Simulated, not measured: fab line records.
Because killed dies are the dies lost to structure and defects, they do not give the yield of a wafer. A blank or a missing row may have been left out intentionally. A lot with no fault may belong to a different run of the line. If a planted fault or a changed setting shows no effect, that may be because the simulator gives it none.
fab line records / flow sky130
record: lots: 12 wafers: 36 last_day: 50
route steps=708 shown FIELD_ISO@1 SONOS_ONO@181 GATE_OXIDE@198 LDD_HVN@276
lots untouched by any fault: they come from a run of this same line in which no faults occurred
start_h: hours from the record's first day to the start of the lot's first wafer shown / wait_h: hours elapsed since this lot's preceding step / " as in the row above / L1.1+2: one row covering several wafers at once / - no value, or no start was given / * or withheld: withheld / < > ~ a bound
route shown NAME@n: a module of which the file shows steps, and the number in the route of the first / usual: mean/standard deviation of fault-free wafers / same: alike in all rows / chamber/n: place in a boat / sites: readings site by site / _std_site: how widely they spread, as a standard deviation / _edge_site: outer sites' mean less inner sites' / radius_mm: how far each site lies from the wafer's centre / mask NAME#n: copy n / behind: the most recent tool/chamber to have shaped the wafer / hold: what put the lot on hold/how long, in hours/how the hold closed / device: which transistor (n, p or np) failed to switch / end of line: at the end of the route, the tests of the same wafers / where a step has no rows: the recipe by itself / killed: dies that structure and defects cost at the first sort, which is not the same as the wafer's yield / map: dies across one wafer; x = killed, . = not, _ = none there
set.NAME: the run value of the setting; set.NAME@STEP: its run value at that earlier step / model.NAME: the simulator's own value behind a step, which no gauge read
steps of the route over a sample of lots; a table a step, a row a wafer
services: the hour from which a tool's chamber was out of use, counted from the record's first day as start_h (under 0 if before that day), plus the number of hours and why
== steps ==
step: SKY_FIELD_ISO_BOW_MEAS_00
recipe: mode: bow
usual: INCOMING_BOW: 1/6.1
lot.wafer=L959.2 tool=film_metro-03 chamber=- start_h=20.02 wait_h=- INCOMING_BOW[um]=-3
lot.wafer=L959.3 tool=film_metro-03 chamber=- start_h=20.02 wait_h=- INCOMING_BOW[um]=-8
lot.wafer=L959.4 tool=film_metro-03 chamber=- start_h=20.02 wait_h=- INCOMING_BOW[um]=1
lot.wafer=L960.3 tool=film_metro-04 chamber=- start_h=25.04 wait_h=- INCOMING_BOW[um]=0
lot.wafer=L960.5 tool=film_metro-04 chamber=- start_h=25.04 wait_h=- INCOMING_BOW[um]=2
lot.wafer=L960.6 tool=film_metro-04 chamber=- start_h=25.04 wait_h=- INCOMING_BOW[um]=9
lot.wafer=L962.3 tool=film_metro-01 chamber=- start_h=35.04 wait_h=- INCOMING_BOW[um]=3
lot.wafer=L962.4 tool=film_metro-01 chamber=- start_h=35.04 wait_h=- INCOMING_BOW[um]=5
lot.wafer=L962.5 tool=film_metro-01 chamber=- start_h=35.04 wait_h=- INCOMING_BOW[um]=-2
lot.wafer=L963.1 tool=film_metro-04 chamber=- start_h=40.00 wait_h=- INCOMING_BOW[um]=2
lot.wafer=L963.3 tool=film_metro-04 chamber=- start_h=40.00 wait_h=- INCOMING_BOW[um]=18
lot.wafer=L963.5 tool=film_metro-04 chamber=- start_h=40.00 wait_h=- INCOMING_BOW[um]=3
lot.wafer=L964.4 tool=film_metro-03 chamber=- start_h=45.06 wait_h=- INCOMING_BOW[um]=-3
lot.wafer=L964.5 tool=film_metro-03 chamber=- start_h=45.06 wait_h=- INCOMING_BOW[um]=2
lot.wafer=L964.6 tool=film_metro-03 chamber=- start_h=45.06 wait_h=- INCOMING_BOW[um]=7
lot.wafer=L965.3 tool=film_metro-01 chamber=- start_h=50.04 wait_h=- INCOMING_BOW[um]=3
lot.wafer=L965.4 tool=film_metro-01 chamber=- start_h=50.04 wait_h=- INCOMING_BOW[um]=3
lot.wafer=L965.6 tool=film_metro-01 chamber=- start_h=50.04 wait_h=- INCOMING_BOW[um]=0
lot.wafer=L967.1 tool=film_metro-03 chamber=- start_h=60.00 wait_h=- INCOMING_BOW[um]=10
lot.wafer=L967.3 tool=film_metro-03 chamber=- start_h=60.00 wait_h=- INCOMING_BOW[um]=-6
lot.wafer=L967.6 tool=film_metro-03 chamber=- start_h=60.00 wait_h=- INCOMING_BOW[um]=2
lot.wafer=L970.1 tool=film_metro-03 chamber=- start_h=75.00 wait_h=- INCOMING_BOW[um]=-5
lot.wafer=L970.3 tool=film_metro-03 chamber=- start_h=75.00 wait_h=- INCOMING_BOW[um]=10
lot.wafer=L970.6 tool=film_metro-03 chamber=- start_h=75.00 wait_h=- INCOMING_BOW[um]=9
lot.wafer=L972.1 tool=film_metro-04 chamber=- start_h=85.00 wait_h=- INCOMING_BOW[um]=-1
lot.wafer=L972.4 tool=film_metro-04 chamber=- start_h=85.00 wait_h=- INCOMING_BOW[um]=7
lot.wafer=L972.5 tool=film_metro-04 chamber=- start_h=85.00 wait_h=- INCOMING_BOW[um]=13
lot.wafer=L976.1 tool=film_metro-01 chamber=- start_h=105.00 wait_h=- INCOMING_BOW[um]=5
lot.wafer=L976.3 tool=film_metro-01 chamber=- start_h=105.00 wait_h=- INCOMING_BOW[um]=0
lot.wafer=L976.5 tool=film_metro-01 chamber=- start_h=105.00 wait_h=- INCOMING_BOW[um]=-3
lot.wafer=L978.2 tool=film_metro-04 chamber=- start_h=115.02 wait_h=- INCOMING_BOW[um]=-1
lot.wafer=L978.4 tool=film_metro-04 chamber=- start_h=115.02 wait_h=- INCOMING_BOW[um]=-4
lot.wafer=L978.6 tool=film_metro-04 chamber=- start_h=115.02 wait_h=- INCOMING_BOW[um]=-8
lot.wafer=L980.1 tool=film_metro-03 chamber=- start_h=125.00 wait_h=- INCOMING_BOW[um]=7
lot.wafer=L980.4 tool=film_metro-03 chamber=- start_h=125.00 wait_h=- INCOMING_BOW[um]=-6
lot.wafer=L980.5 tool=film_metro-03 chamber=- start_h=125.00 wait_h=- INCOMING_BOW[um]=-4
step: SKY_SONOS_ONO_CD_MEAS_13
recipe: target_cd_nm: 410
usual: cd_nm: 409.3/2.5
lot.wafer=L959.2 tool=cd_sem-02 chamber=- start_h=290.13 wait_h=0.1 cd_nm=413.4
lot.wafer=L959.3 tool=cd_sem-02 chamber=- start_h=290.13 wait_h=0.1 cd_nm=412.1
lot.wafer=L959.4 tool=cd_sem-02 chamber=- start_h=290.13 wait_h=0.1 cd_nm=413.4
lot.wafer=L960.3 tool=cd_sem-02 chamber=- start_h=301.25 wait_h=0.1 cd_nm=410.1
lot.wafer=L960.5 tool=cd_sem-02 chamber=- start_h=301.25 wait_h=0.1 cd_nm=410.3
lot.wafer=L960.6 tool=cd_sem-02 chamber=- start_h=301.25 wait_h=0.1 cd_nm=408.2
lot.wafer=L962.3 tool=cd_sem-02 chamber=- start_h=319.28 wait_h=0.1 cd_nm=408.6
lot.wafer=L962.4 tool=cd_sem-02 chamber=- start_h=319.28 wait_h=0.1 cd_nm=405.3
lot.wafer=L962.5 tool=cd_sem-02 chamber=- start_h=319.28 wait_h=0.1 cd_nm=407.3
lot.wafer=L963.1 tool=cd_sem-01 chamber=- start_h=323.86 wait_h=0.2 cd_nm=407.0
lot.wafer=L963.3 tool=cd_sem-01 chamber=- start_h=323.86 wait_h=0.2 cd_nm=406.0
lot.wafer=L963.5 tool=cd_sem-01 chamber=- start_h=323.86 wait_h=0.2 cd_nm=407.5
lot.wafer=L964.4 tool=cd_sem-02 chamber=- start_h=332.55 wait_h=0.1 cd_nm=409.6
lot.wafer=L964.5 tool=cd_sem-02 chamber=- start_h=332.55 wait_h=0.1 cd_nm=409.8
lot.wafer=L964.6 tool=cd_sem-02 chamber=- start_h=332.55 wait_h=0.1 cd_nm=408.7
lot.wafer=L965.3 tool=cd_sem-02 chamber=- start_h=339.28 wait_h=0.1 cd_nm=409.4
lot.wafer=L965.4 tool=cd_sem-02 chamber=- start_h=339.28 wait_h=0.1 cd_nm=408.1
lot.wafer=L965.6 tool=cd_sem-02 chamber=- start_h=339.28 wait_h=0.1 cd_nm=410.4
lot.wafer=L967.1 tool=cd_sem-02 chamber=- start_h=361.64 wait_h=0.1 cd_nm=411.9
lot.wafer=L967.3 tool=cd_sem-02 chamber=- start_h=361.64 wait_h=0.1 cd_nm=413.0
lot.wafer=L967.6 tool=cd_sem-02 chamber=- start_h=361.64 wait_h=0.1 cd_nm=412.6
lot.wafer=L970.1 tool=cd_sem-02 chamber=- start_h=382.84 wait_h=0.1 cd_nm=414.1
lot.wafer=L970.3 tool=cd_sem-02 chamber=- start_h=382.84 wait_h=0.1 cd_nm=413.9
lot.wafer=L970.6 tool=cd_sem-02 chamber=- start_h=382.84 wait_h=0.1 cd_nm=410.8
lot.wafer=L972.1 tool=cd_sem-02 chamber=- start_h=420.84 wait_h=0.1 cd_nm=409.4
lot.wafer=L972.4 tool=cd_sem-02 chamber=- start_h=420.84 wait_h=0.1 cd_nm=408.8
lot.wafer=L972.5 tool=cd_sem-02 chamber=- start_h=420.84 wait_h=0.1 cd_nm=409.2
lot.wafer=L976.1 tool=cd_sem-02 chamber=- start_h=443.44 wait_h=0.1 cd_nm=409.6
lot.wafer=L976.3 tool=cd_sem-02 chamber=- start_h=443.44 wait_h=0.1 cd_nm=408.1
lot.wafer=L976.5 tool=cd_sem-02 chamber=- start_h=443.44 wait_h=0.1 cd_nm=409.0
lot.wafer=L978.2 tool=cd_sem-02 chamber=- start_h=463.73 wait_h=0.1 cd_nm=411.7
lot.wafer=L978.4 tool=cd_sem-02 chamber=- start_h=463.73 wait_h=0.1 cd_nm=411.3
lot.wafer=L978.6 tool=cd_sem-02 chamber=- start_h=463.73 wait_h=0.1 cd_nm=409.8
lot.wafer=L980.1 tool=cd_sem-01 chamber=- start_h=470.39 wait_h=0.1 cd_nm=410.7
lot.wafer=L980.4 tool=cd_sem-01 chamber=- start_h=470.39 wait_h=0.1 cd_nm=408.6
lot.wafer=L980.5 tool=cd_sem-01 chamber=- start_h=470.39 wait_h=0.1 cd_nm=410.2
step: SKY_GATE_OXIDE_IMPLANT_11
recipe: species: B energy_kev: 10 dose_cm2: 2.6e+12 tilt_deg: withheld
usual: dose_ions_cm2: 2.6006e+12/2.7e+09 faraday_current_uA: 14.71/0.3
lot.wafer=L959.2 tool=implanter-01 chamber=0 start_h=320.02 wait_h=0.0 dose_ions_cm2=2.6013e+12 faraday_current_uA=14.73
lot.wafer=L959.3 tool=implanter-01 chamber=0 start_h=320.02 wait_h=0.0 dose_ions_cm2=2.6003e+12 faraday_current_uA=15.16
lot.wafer=L959.4 tool=implanter-01 chamber=0 start_h=320.02 wait_h=0.0 dose_ions_cm2=2.5989e+12 faraday_current_uA=14.93
lot.wafer=L960.3 tool=implanter-02 chamber=0 start_h=330.81 wait_h=0.1 dose_ions_cm2=2.5977e+12 faraday_current_uA=14.61
lot.wafer=L960.5 tool=implanter-02 chamber=0 start_h=330.81 wait_h=0.1 dose_ions_cm2=2.5991e+12 faraday_current_uA=14.35
lot.wafer=L960.6 tool=implanter-02 chamber=0 start_h=330.81 wait_h=0.1 dose_ions_cm2=2.5987e+12 faraday_current_uA=15.05
lot.wafer=L962.3 tool=implanter-02 chamber=0 start_h=346.96 wait_h=0.1 dose_ions_cm2=2.6017e+12 faraday_current_uA=14.47
lot.wafer=L962.4 tool=implanter-02 chamber=0 start_h=346.96 wait_h=0.1 dose_ions_cm2=2.6018e+12 faraday_current_uA=14.86
lot.wafer=L962.5 tool=implanter-02 chamber=0 start_h=346.96 wait_h=0.1 dose_ions_cm2=2.6027e+12 faraday_current_uA=14.39
lot.wafer=L963.1 tool=implanter-01 chamber=0 start_h=353.16 wait_h=0.0 dose_ions_cm2=2.5989e+12 faraday_current_uA=14.48
lot.wafer=L963.3 tool=implanter-01 chamber=0 start_h=353.16 wait_h=0.0 dose_ions_cm2=2.5999e+12 faraday_current_uA=14.49
lot.wafer=L963.5 tool=implanter-01 chamber=0 start_h=353.16 wait_h=0.0 dose_ions_cm2=2.6005e+12 faraday_current_uA=14.93
lot.wafer=L964.4 tool=implanter-01 chamber=0 start_h=362.98 wait_h=0.1 dose_ions_cm2=2.6052e+12 faraday_current_uA=14.72
lot.wafer=L964.5 tool=implanter-01 chamber=0 start_h=362.98 wait_h=0.1 dose_ions_cm2=2.6029e+12 faraday_current_uA=14.68
lot.wafer=L964.6 tool=implanter-01 chamber=0 start_h=362.98 wait_h=0.1 dose_ions_cm2=2.6024e+12 faraday_current_uA=14.11
lot.wafer=L965.3 tool=implanter-04 chamber=0 start_h=368.70 wait_h=0.1 dose_ions_cm2=2.6034e+12 faraday_current_uA=14.79
lot.wafer=L965.4 tool=implanter-04 chamber=0 start_h=368.70 wait_h=0.1 dose_ions_cm2=2.5991e+12 faraday_current_uA=14.79
lot.wafer=L965.6 tool=implanter-04 chamber=0 start_h=368.70 wait_h=0.1 dose_ions_cm2=2.6024e+12 faraday_current_uA=14.45
lot.wafer=L967.1 tool=implanter-02 chamber=0 start_h=391.45 wait_h=0.0 dose_ions_cm2=2.5979e+12 faraday_current_uA=14.87
lot.wafer=L967.3 tool=implanter-02 chamber=0 start_h=391.45 wait_h=0.0 dose_ions_cm2=2.5996e+12 faraday_current_uA=14.36
lot.wafer=L967.6 tool=implanter-02 chamber=0 start_h=391.45 wait_h=0.0 dose_ions_cm2=2.598e+12 faraday_current_uA=14.78
lot.wafer=L970.1 tool=implanter-01 chamber=0 start_h=415.45 wait_h=0.0 dose_ions_cm2=2.5977e+12 faraday_current_uA=15.17
lot.wafer=L970.3 tool=implanter-01 chamber=0 start_h=415.45 wait_h=0.0 dose_ions_cm2=2.5967e+12 faraday_current_uA=14.93
lot.wafer=L970.6 tool=implanter-01 chamber=0 start_h=415.45 wait_h=0.0 dose_ions_cm2=2.5967e+12 faraday_current_uA=14.43
lot.wafer=L972.1 tool=implanter-01 chamber=0 start_h=455.55 wait_h=0.0 dose_ions_cm2=2.6039e+12 faraday_current_uA=14.43
lot.wafer=L972.4 tool=implanter-01 chamber=0 start_h=455.55 wait_h=0.0 dose_ions_cm2=2.6031e+12 faraday_current_uA=14.59
lot.wafer=L972.5 tool=implanter-01 chamber=0 start_h=455.55 wait_h=0.0 dose_ions_cm2=2.6005e+12 faraday_current_uA=14.42
lot.wafer=L976.1 tool=implanter-04 chamber=0 start_h=476.94 wait_h=0.0 dose_ions_cm2=2.5996e+12 faraday_current_uA=14.44
lot.wafer=L976.3 tool=implanter-04 chamber=0 start_h=476.94 wait_h=0.0 dose_ions_cm2=2.5977e+12 faraday_current_uA=14.75
lot.wafer=L976.5 tool=implanter-04 chamber=0 start_h=476.94 wait_h=0.0 dose_ions_cm2=2.6011e+12 faraday_current_uA=15.06
lot.wafer=L978.2 tool=implanter-01 chamber=0 start_h=496.90 wait_h=0.0 dose_ions_cm2=2.7732e+12 faraday_current_uA=16.61
lot.wafer=L978.4 tool=implanter-01 chamber=0 start_h=496.90 wait_h=0.0 dose_ions_cm2=2.7728e+12 faraday_current_uA=15.49
lot.wafer=L978.6 tool=implanter-01 chamber=0 start_h=496.90 wait_h=0.0 dose_ions_cm2=2.7729e+12 faraday_current_uA=15.71
lot.wafer=L980.1 tool=implanter-01 chamber=0 start_h=502.74 wait_h=0.0 dose_ions_cm2=2.7761e+12 faraday_current_uA=15.06
lot.wafer=L980.4 tool=implanter-01 chamber=0 start_h=502.74 wait_h=0.0 dose_ions_cm2=2.7701e+12 faraday_current_uA=15.43
lot.wafer=L980.5 tool=implanter-01 chamber=0 start_h=502.74 wait_h=0.0 dose_ions_cm2=2.7724e+12 faraday_current_uA=16.01
step: SKY_GATE_OXIDE_TW_MEAS_14
usual: GATE_OXIDE_TW: 224.8/1.3
lot.wafer=L959.2 tool=film_metro-01 chamber=- start_h=320.38 wait_h=0.1 GATE_OXIDE_TW=224.0
lot.wafer=L959.3 tool=film_metro-01 chamber=- start_h=320.38 wait_h=0.1 GATE_OXIDE_TW=225.2
lot.wafer=L959.4 tool=film_metro-01 chamber=- start_h=320.38 wait_h=0.1 GATE_OXIDE_TW=225.0
lot.wafer=L960.3 tool=film_metro-01 chamber=- start_h=331.14 wait_h=0.1 GATE_OXIDE_TW=225.8
lot.wafer=L960.5 tool=film_metro-01 chamber=- start_h=331.14 wait_h=0.1 GATE_OXIDE_TW=225.6
lot.wafer=L960.6 tool=film_metro-01 chamber=- start_h=331.14 wait_h=0.1 GATE_OXIDE_TW=224.6
lot.wafer=L962.3 tool=film_metro-01 chamber=- start_h=347.31 wait_h=0.1 GATE_OXIDE_TW=226.2
lot.wafer=L962.4 tool=film_metro-01 chamber=- start_h=347.31 wait_h=0.1 GATE_OXIDE_TW=225.7
lot.wafer=L962.5 tool=film_metro-01 chamber=- start_h=347.31 wait_h=0.1 GATE_OXIDE_TW=227.4
lot.wafer=L963.1 tool=film_metro-02 chamber=- start_h=353.52 wait_h=0.1 GATE_OXIDE_TW=223.0
lot.wafer=L963.3 tool=film_metro-02 chamber=- start_h=353.52 wait_h=0.1 GATE_OXIDE_TW=222.3
lot.wafer=L963.5 tool=film_metro-02 chamber=- start_h=353.52 wait_h=0.1 GATE_OXIDE_TW=223.1
lot.wafer=L964.4 tool=film_metro-04 chamber=- start_h=363.29 wait_h=0.1 GATE_OXIDE_TW=225.2
lot.wafer=L964.5 tool=film_metro-04 chamber=- start_h=363.29 wait_h=0.1 GATE_OXIDE_TW=225.3
lot.wafer=L964.6 tool=film_metro-04 chamber=- start_h=363.29 wait_h=0.1 GATE_OXIDE_TW=224.2
lot.wafer=L965.3 tool=film_metro-04 chamber=- start_h=369.02 wait_h=0.1 GATE_OXIDE_TW=224.7
lot.wafer=L965.4 tool=film_metro-04 chamber=- start_h=369.02 wait_h=0.1 GATE_OXIDE_TW=227.2
lot.wafer=L965.6 tool=film_metro-04 chamber=- start_h=369.02 wait_h=0.1 GATE_OXIDE_TW=225.0
lot.wafer=L967.1 tool=film_metro-01 chamber=- start_h=391.81 wait_h=0.1 GATE_OXIDE_TW=226.8
lot.wafer=L967.3 tool=film_metro-01 chamber=- start_h=391.81 wait_h=0.1 GATE_OXIDE_TW=227.2
lot.wafer=L967.6 tool=film_metro-01 chamber=- start_h=391.81 wait_h=0.1 GATE_OXIDE_TW=229.3
lot.wafer=L970.1 tool=film_metro-02 chamber=- start_h=415.80 wait_h=0.1 GATE_OXIDE_TW=223.9
lot.wafer=L970.3 tool=film_metro-02 chamber=- start_h=415.80 wait_h=0.1 GATE_OXIDE_TW=223.7
lot.wafer=L970.6 tool=film_metro-02 chamber=- start_h=415.80 wait_h=0.1 GATE_OXIDE_TW=222.4
lot.wafer=L972.1 tool=film_metro-01 chamber=- start_h=455.90 wait_h=0.1 GATE_OXIDE_TW=224.9
lot.wafer=L972.4 tool=film_metro-01 chamber=- start_h=455.90 wait_h=0.1 GATE_OXIDE_TW=227.0
lot.wafer=L972.5 tool=film_metro-01 chamber=- start_h=455.90 wait_h=0.1 GATE_OXIDE_TW=225.4
lot.wafer=L976.1 tool=film_metro-02 chamber=- start_h=477.30 wait_h=0.1 GATE_OXIDE_TW=224.7
lot.wafer=L976.3 tool=film_metro-02 chamber=- start_h=477.30 wait_h=0.1 GATE_OXIDE_TW=225.2
lot.wafer=L976.5 tool=film_metro-02 chamber=- start_h=477.30 wait_h=0.1 GATE_OXIDE_TW=223.7
lot.wafer=L978.2 tool=film_metro-02 chamber=- start_h=497.23 wait_h=0.1 GATE_OXIDE_TW=227.3
lot.wafer=L978.4 tool=film_metro-02 chamber=- start_h=497.23 wait_h=0.1 GATE_OXIDE_TW=228.4
lot.wafer=L978.6 tool=film_metro-02 chamber=- start_h=497.23 wait_h=0.1 GATE_OXIDE_TW=228.2
lot.wafer=L980.1 tool=film_metro-01 chamber=- start_h=503.10 wait_h=0.1 GATE_OXIDE_TW=230.3
lot.wafer=L980.4 tool=film_metro-01 chamber=- start_h=503.10 wait_h=0.1 GATE_OXIDE_TW=229.7
lot.wafer=L980.5 tool=film_metro-01 chamber=- start_h=503.10 wait_h=0.1 GATE_OXIDE_TW=231.9
step: SKY_LDD_HVN_STRIP_09
recipe: chemistry: O2/N2 power_w: 1400 pressure_mtorr: 1500 platen_temp_c: withheld o2_flow_sccm: 3000 n2_flow_sccm: 300 overash_fraction: 0.5
usual: drypump_motor_current_A: 5.7/0.46 oes_product_au: 0.409/0.0049 strip_time_to_endpoint_s: 4.141/0.016
lot.wafer=L959.2 tool=plasma_asher-04 chamber=1 start_h=476.41 wait_h=0.1 drypump_motor_current_A=5.4 oes_product_au=0.404 rf_hours_counter_h=6 strip_time_to_endpoint_s=4.127
lot.wafer=L959.3 tool=plasma_asher-04 chamber=0 start_h=476.41 wait_h=0.1 drypump_motor_current_A=6.0 oes_product_au=0.404 rf_hours_counter_h=- strip_time_to_endpoint_s=4.133
lot.wafer=L959.4 tool=plasma_asher-04 chamber=1 start_h=476.41 wait_h=0.1 drypump_motor_current_A=5.4 oes_product_au=0.415 rf_hours_counter_h=- strip_time_to_endpoint_s=4.125
lot.wafer=L960.3 tool=plasma_asher-04 chamber=1 start_h=489.41 wait_h=0.1 drypump_motor_current_A=5.3 oes_product_au=0.411 rf_hours_counter_h=- strip_time_to_endpoint_s=4.133
lot.wafer=L960.5 tool=plasma_asher-04 chamber=1 start_h=489.41 wait_h=0.1 drypump_motor_current_A=5.4 oes_product_au=0.408 rf_hours_counter_h=- strip_time_to_endpoint_s=4.154
lot.wafer=L960.6 tool=plasma_asher-04 chamber=0 start_h=489.41 wait_h=0.1 drypump_motor_current_A=6.0 oes_product_au=0.403 rf_hours_counter_h=- strip_time_to_endpoint_s=4.140
lot.wafer=L962.3 tool=plasma_asher-03 chamber=1 start_h=508.41 wait_h=0.1 drypump_motor_current_A=5.3 oes_product_au=0.417 rf_hours_counter_h=- strip_time_to_endpoint_s=4.144
lot.wafer=L962.4 tool=plasma_asher-03 chamber=0 start_h=508.41 wait_h=0.1 drypump_motor_current_A=6.3 oes_product_au=0.408 rf_hours_counter_h=- strip_time_to_endpoint_s=4.154
lot.wafer=L962.5 tool=plasma_asher-03 chamber=0 start_h=508.41 wait_h=0.1 drypump_motor_current_A=6.2 oes_product_au=0.417 rf_hours_counter_h=- strip_time_to_endpoint_s=4.134
lot.wafer=L963.1 tool=plasma_asher-04 chamber=0 start_h=512.19 wait_h=0.1 drypump_motor_current_A=6.0 oes_product_au=0.406 rf_hours_counter_h=10 strip_time_to_endpoint_s=4.125
lot.wafer=L963.3 tool=plasma_asher-04 chamber=0 start_h=512.19 wait_h=0.1 drypump_motor_current_A=6.0 oes_product_au=0.402 rf_hours_counter_h=- strip_time_to_endpoint_s=4.114
lot.wafer=L963.5 tool=plasma_asher-04 chamber=0 start_h=512.19 wait_h=0.1 drypump_motor_current_A=6.0 oes_product_au=0.410 rf_hours_counter_h=- strip_time_to_endpoint_s=4.140
lot.wafer=L964.4 tool=plasma_asher-03 chamber=1 start_h=522.69 wait_h=0.1 drypump_motor_current_A=5.3 oes_product_au=0.415 rf_hours_counter_h=- strip_time_to_endpoint_s=4.146
lot.wafer=L964.5 tool=plasma_asher-03 chamber=0 start_h=522.69 wait_h=0.1 drypump_motor_current_A=6.2 oes_product_au=0.412 rf_hours_counter_h=- strip_time_to_endpoint_s=4.123
lot.wafer=L964.6 tool=plasma_asher-03 chamber=1 start_h=522.69 wait_h=0.1 drypump_motor_current_A=5.3 oes_product_au=0.410 rf_hours_counter_h=- strip_time_to_endpoint_s=4.132
lot.wafer=L965.3 tool=plasma_asher-04 chamber=1 start_h=533.54 wait_h=0.1 drypump_motor_current_A=5.4 oes_product_au=0.407 rf_hours_counter_h=- strip_time_to_endpoint_s=4.127
lot.wafer=L965.4 tool=plasma_asher-04 chamber=0 start_h=533.54 wait_h=0.1 drypump_motor_current_A=6.0 oes_product_au=0.408 rf_hours_counter_h=- strip_time_to_endpoint_s=4.115
lot.wafer=L965.6 tool=plasma_asher-04 chamber=0 start_h=533.54 wait_h=0.1 drypump_motor_current_A=6.0 oes_product_au=0.414 rf_hours_counter_h=- strip_time_to_endpoint_s=4.129
lot.wafer=L967.1 tool=plasma_asher-03 chamber=1 start_h=553.16 wait_h=0.1 drypump_motor_current_A=5.3 oes_product_au=0.398 rf_hours_counter_h=39 strip_time_to_endpoint_s=4.146
lot.wafer=L967.3 tool=plasma_asher-03 chamber=1 start_h=553.16 wait_h=0.1 drypump_motor_current_A=5.3 oes_product_au=0.417 rf_hours_counter_h=- strip_time_to_endpoint_s=4.143
lot.wafer=L967.6 tool=plasma_asher-03 chamber=1 start_h=553.16 wait_h=0.1 drypump_motor_current_A=5.3 oes_product_au=0.408 rf_hours_counter_h=- strip_time_to_endpoint_s=4.177
lot.wafer=L970.1 tool=plasma_asher-01 chamber=1 start_h=577.24 wait_h=0.1 drypump_motor_current_A=4.8 oes_product_au=0.421 rf_hours_counter_h=89 strip_time_to_endpoint_s=4.155
lot.wafer=L970.3 tool=plasma_asher-01 chamber=1 start_h=577.24 wait_h=0.1 drypump_motor_current_A=4.8 oes_product_au=0.413 rf_hours_counter_h=- strip_time_to_endpoint_s=4.153
lot.wafer=L970.6 tool=plasma_asher-01 chamber=1 start_h=577.24 wait_h=0.1 drypump_motor_current_A=4.8 oes_product_au=0.408 rf_hours_counter_h=- strip_time_to_endpoint_s=4.143
lot.wafer=L972.1 tool=plasma_asher-03 chamber=1 start_h=613.54 wait_h=0.1 drypump_motor_current_A=5.4 oes_product_au=0.403 rf_hours_counter_h=45 strip_time_to_endpoint_s=4.126
lot.wafer=L972.4 tool=plasma_asher-03 chamber=1 start_h=613.54 wait_h=0.1 drypump_motor_current_A=5.3 oes_product_au=0.406 rf_hours_counter_h=- strip_time_to_endpoint_s=4.136
lot.wafer=L972.5 tool=plasma_asher-03 chamber=1 start_h=613.54 wait_h=0.1 drypump_motor_current_A=5.4 oes_product_au=0.399 rf_hours_counter_h=- strip_time_to_endpoint_s=4.138
lot.wafer=L976.1 tool=plasma_asher-01 chamber=1 start_h=634.13 wait_h=0.1 drypump_motor_current_A=4.8 oes_product_au=0.405 rf_hours_counter_h=94 strip_time_to_endpoint_s=4.161
lot.wafer=L976.3 tool=plasma_asher-01 chamber=0 start_h=634.13 wait_h=0.1 drypump_motor_current_A=6.3 oes_product_au=0.405 rf_hours_counter_h=- strip_time_to_endpoint_s=4.152
lot.wafer=L976.5 tool=plasma_asher-01 chamber=0 start_h=634.13 wait_h=0.1 drypump_motor_current_A=6.3 oes_product_au=0.409 rf_hours_counter_h=- strip_time_to_endpoint_s=4.137
lot.wafer=L978.2 tool=plasma_asher-03 chamber=1 start_h=653.36 wait_h=0.1 drypump_motor_current_A=5.4 oes_product_au=0.409 rf_hours_counter_h=49 strip_time_to_endpoint_s=4.129
lot.wafer=L978.4 tool=plasma_asher-03 chamber=0 start_h=653.36 wait_h=0.1 drypump_motor_current_A=6.2 oes_product_au=0.410 rf_hours_counter_h=- strip_time_to_endpoint_s=4.147
lot.wafer=L978.6 tool=plasma_asher-03 chamber=1 start_h=653.36 wait_h=0.1 drypump_motor_current_A=5.3 oes_product_au=0.406 rf_hours_counter_h=- strip_time_to_endpoint_s=4.140
lot.wafer=L980.1 tool=plasma_asher-03 chamber=0 start_h=659.71 wait_h=0.1 drypump_motor_current_A=6.2 oes_product_au=0.401 rf_hours_counter_h=50 strip_time_to_endpoint_s=4.191
lot.wafer=L980.4 tool=plasma_asher-03 chamber=0 start_h=659.71 wait_h=0.1 drypump_motor_current_A=6.2 oes_product_au=0.410 rf_hours_counter_h=- strip_time_to_endpoint_s=4.176
lot.wafer=L980.5 tool=plasma_asher-03 chamber=0 start_h=659.71 wait_h=0.1 drypump_motor_current_A=6.2 oes_product_au=0.405 rf_hours_counter_h=- strip_time_to_endpoint_s=4.190
== services ==
tool=implanter-01 chamber=- start_h=296.86 hours=1.5 kind=repair
tool=plasma_asher-03 chamber=- start_h=315.81 hours=4.0 kind=repair
tool=implanter-04 chamber=- start_h=342.84 hours=5.5 kind=pm
tool=plasma_asher-04 chamber=- start_h=345.66 hours=15.6 kind=pm
tool=plasma_asher-03 chamber=- start_h=367.16 hours=9.7 kind=repair
tool=implanter-02 chamber=- start_h=372.85 hours=4.6 kind=pm
tool=plasma_asher-04 chamber=- start_h=421.25 hours=9.0 kind=pm
tool=plasma_asher-04 chamber=0 start_h=421.25 hours=9.0 kind=vent_cycle
tool=implanter-01 chamber=- start_h=438.57 hours=6.5 kind=pm
tool=implanter-01 chamber=- start_h=448.71 hours=1.6 kind=repair
tool=plasma_asher-03 chamber=- start_h=454.56 hours=19.3 kind=repair
tool=implanter-04 chamber=- start_h=466.41 hours=9.2 kind=pm
tool=plasma_asher-03 chamber=- start_h=473.83 hours=14.6 kind=pm
tool=implanter-02 chamber=- start_h=478.81 hours=1.0 kind=repair
tool=implanter-02 chamber=- start_h=523.06 hours=0.6 kind=repair
tool=implanter-01 chamber=- start_h=550.58 hours=2.1 kind=repair
tool=plasma_asher-01 chamber=- start_h=580.32 hours=5.3 kind=repair
tool=plasma_asher-03 chamber=- start_h=596.63 hours=2.4 kind=repair
tool=implanter-02 chamber=- start_h=608.67 hours=9.7 kind=pm
tool=implanter-04 chamber=- start_h=613.57 hours=4.0 kind=repair
tool=plasma_asher-01 chamber=- start_h=614.11 hours=7.3 kind=repair
tool=plasma_asher-04 chamber=- start_h=616.78 hours=2.7 kind=repair
tool=implanter-01 chamber=- start_h=622.19 hours=3.4 kind=repair
tool=implanter-04 chamber=- start_h=657.28 hours=1.2 kind=repair
== key ==
first_sign: step: SKY_GATE_OXIDE_IMPLANT_11 reading: dose_ions_cm2 direction: up sigmas: 63 usual: * struck: *
effect: step: SKY_GATE_OXIDE_IMPLANT_11 reading: faraday_current_uA direction: up sigmas: 3.4 usual: 14.71 struck: 15.72
effect: step: SKY_GATE_OXIDE_TW_MEAS_14 reading: GATE_OXIDE_TW direction: up sigmas: 3.4 usual: 224.8 struck: 229.3
met_at SKY_GATE_OXIDE_IMPLANT_11
struck_lots L978,L980
tester_left_out L978,L980
not_acting_at SKY_FIELD_ISO_BOW_MEAS_00,SKY_SONOS_ONO_CD_MEAS_13,SKY_LDD_HVN_STRIP_09
onset_between 455.55 496.90
fault: kind: process_parameter_drift tool: implanter-01 chamber: - onset_h: 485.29 steps: SKY_GATE_OXIDE_IMPLANT_11 channel: dose_cm2 offset: * shape: step end_h: 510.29 acts_in: * stated: *
tester_left_out: of these lots the tester's yield and bins aren't shown, on N5 and GAA mostly nor the transistor test; their killed dies are dies lost to structure and defects alone, not to doping, threshold or leakage, so they don't give the yield
